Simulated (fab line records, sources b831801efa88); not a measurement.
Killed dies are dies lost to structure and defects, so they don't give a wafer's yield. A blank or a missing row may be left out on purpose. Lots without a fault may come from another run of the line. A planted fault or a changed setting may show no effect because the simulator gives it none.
Chamber matching | flow gf180mcu | GF_V3_CMP_04 on cmp-02: 4 sister chambers
The step polishes SiO2. 8 wafers are shown with their chamber, then 7 later ones without.

WAFERS WITH THEIR CHAMBER
wafer  | chamber | motor_current_A (A) | time_to_endpoint_s (s)
L745.1 | 1       | 10.1                | 89
L745.4 | 0       | 10.9                | 91
L749.6 | 3       | 12.6                | 93
L750.1 | 3       | 12.6                | 79
L750.4 | 2       | 13.6                | 84
L750.6 | 0       | 11.4                | 79
L751.2 | 1       | 9.6                 | 81
L751.3 | 2       | 13.6                | 81

WAFERS WITHOUT THEIR CHAMBER
wafer  | motor_current_A (A) | time_to_endpoint_s (s)
L751.4 | 12.7                | 80
L761.3 | 9.6                 | 84
L761.5 | 10.0                | 92
L761.6 | 14.0                | 82
L760.2 | 9.8                 | 87
L760.5 | 10.9                | 86
L760.6 | 9.7                 | 84

WHICH CHAMBER EACH WENT THROUGH
wafer  | from the rows above | in truth
L751.4 | 3                   | 3
L761.3 | 1                   | 1
L761.5 | 1                   | 1
L761.6 | 2                   | 2
L760.2 | 1                   | 1
L760.5 | 0                   | 0
L760.6 | 1                   | 1
Placed correctly: 7 of 7. Can't be placed from these rows: 0. Placed wrongly: 0.
How it was worked out, from the rows above alone: a wafer's distance from a chamber is the root of the sum, over the readings, of the square of ((its reading less the chamber's mean) divided by the reading's scatter). The wafer belongs to the nearest chamber; if the next one is less than 2 further off, it can't be placed. A chamber's mean is the mean of its shown wafers. The scatter: the root of (the sum of the squares of (reading less its chamber's mean) over the shown wafers, divided by (wafers less chambers)).
